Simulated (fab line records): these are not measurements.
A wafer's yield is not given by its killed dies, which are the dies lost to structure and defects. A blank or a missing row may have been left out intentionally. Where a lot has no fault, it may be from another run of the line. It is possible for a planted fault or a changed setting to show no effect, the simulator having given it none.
Chamber matching + flow gf180mcu + rie diel-01 running GF_HV_LDD_ETCHBACK_58: 4 sister chambers
The step etches Si3N4 in CH3F/O2, stops on SiO2, time 100 s, target depth 90 nm. 8 wafers are shown with their chamber, then 8 later ones without.

## WAFERS PAIRED WITH THEIR CHAMBERS
| wafer  | chamber | throttle valve pct (%) | oes product au (a.u.) |
|--------|---------|------------------------|-----------------------|
| L969.1 | 1       | 10.563                 | 0.834                 |
| L969.4 | 2       | 10.581                 | 0.840                 |
| L969.6 | 0       | 10.549                 | 0.841                 |
| L971.4 | 1       | 10.562                 | 0.845                 |
| L972.2 | 3       | 10.560                 | 0.846                 |
| L972.3 | 0       | 10.560                 | 0.845                 |
| L972.6 | 2       | 10.561                 | 0.840                 |
| L973.2 | 3       | 10.579                 | 0.838                 |

## WAFERS WITHOUT THEIR CHAMBER
| wafer  | throttle valve pct (%) | oes product au (a.u.) |
|--------|------------------------|-----------------------|
| L973.5 | 10.570                 | 0.845                 |
| L973.6 | 10.561                 | 0.843                 |
| L976.2 | 10.566                 | 0.843                 |
| L976.4 | 10.562                 | 0.838                 |
| L976.6 | 10.550                 | 0.845                 |
| L982.4 | 10.568                 | 0.844                 |
| L982.5 | 10.559                 | 0.847                 |
| L982.6 | 10.552                 | 0.847                 |

## THE CHAMBER EACH PASSED THROUGH
| wafer  | from the rows above               | in truth |
|--------|-----------------------------------|----------|
| L973.5 | can't be placed: 3 or 2 or 1 or 0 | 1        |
| L973.6 | can't be placed: 0 or 1 or 3 or 2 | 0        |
| L976.2 | can't be placed: 3 or 2 or 1 or 0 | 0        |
| L976.4 | can't be placed: 1 or 2 or 3 or 0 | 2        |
| L976.6 | can't be placed: 0 or 1 or 3 or 2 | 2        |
| L982.4 | can't be placed: 3 or 2 or 1 or 0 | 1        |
| L982.5 | can't be placed: 0 or 3 or 1 or 2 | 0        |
| L982.6 | can't be placed: 0 or 1 or 3 or 2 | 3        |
0 of 8 placed correctly. From these rows, 8 cannot be placed; in 8 the true chamber is one of the candidates. Placed wrongly: 0.
How it was worked out, from the rows above alone: a wafer's distance from a chamber is the root of the sum, over the readings, of the square of ((its reading less the chamber's mean) divided by the reading's scatter). The wafer belongs to the nearest chamber; if the next one is less than 2 further off, it can't be placed. A chamber's mean is the mean of its shown wafers. The scatter: the root of (the sum of the squares of (reading less its chamber's mean) over the shown wafers, divided by (wafers less chambers)).
